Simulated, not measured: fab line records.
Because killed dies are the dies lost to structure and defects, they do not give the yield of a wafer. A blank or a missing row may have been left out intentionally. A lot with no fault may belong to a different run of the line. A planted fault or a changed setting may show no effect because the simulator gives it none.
Chamber matching :: flow gf180mcu :: GF_SAB_CVD_00 on pecvd-04: 3 sister chambers
The step deposits SiO2 from TEOS, target thk 50 nm, time 4.9302 s. 3 wafers are shown with their chamber, then 8 later ones without.

## WAFERS, EACH WITH ITS CHAMBER
wafer: L964.2
chamber: 2
heater_power_w (W): 558

wafer: L964.4
chamber: 0
heater_power_w (W): 690

wafer: L972.1
chamber: 1
heater_power_w (W): 615

## WAFERS WHOSE CHAMBER IS MISSING
wafer: L972.5
heater_power_w (W): 592

wafer: L972.6
heater_power_w (W): 690

wafer: L973.1
heater_power_w (W): 734

wafer: L973.3
heater_power_w (W): 611

wafer: L973.4
heater_power_w (W): 609

wafer: L976.2
heater_power_w (W): 491

wafer: L976.3
heater_power_w (W): 536

wafer: L976.4
heater_power_w (W): 472

## CHAMBER TAKEN BY EACH
wafer: L972.5
from the rows above: can't be placed: 1 or 2 or 0
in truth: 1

wafer: L972.6
from the rows above: can't be placed: 0 or 1
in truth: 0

wafer: L973.1
from the rows above: can't be placed: 0 or 1
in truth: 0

wafer: L973.3
from the rows above: can't be placed: 1 or 2 or 0
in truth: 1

wafer: L973.4
from the rows above: can't be placed: 1 or 2 or 0
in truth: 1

wafer: L976.2
from the rows above: can't be placed: 2 or 1
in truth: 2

wafer: L976.3
from the rows above: can't be placed: 2 or 1
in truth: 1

wafer: L976.4
from the rows above: can't be placed: 2 or 1
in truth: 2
Correct placement for 0 of the 8. From these rows, 8 cannot be placed; in 8 the true chamber is one of the candidates. Wrongly placed: 0.
How it was worked out, from the rows above alone: a wafer's distance from a chamber is the root of the sum, over the readings, of the square of ((its reading less the chamber's mean) divided by the reading's scatter). The wafer belongs to the nearest chamber; if the next one is less than 2 further off, it can't be placed. Each chamber's mean is taken over the wafers shown for it. The scatter: root of mean squared gap, hidden wafer to nearest shown wafer, with one shown wafer a chamber.
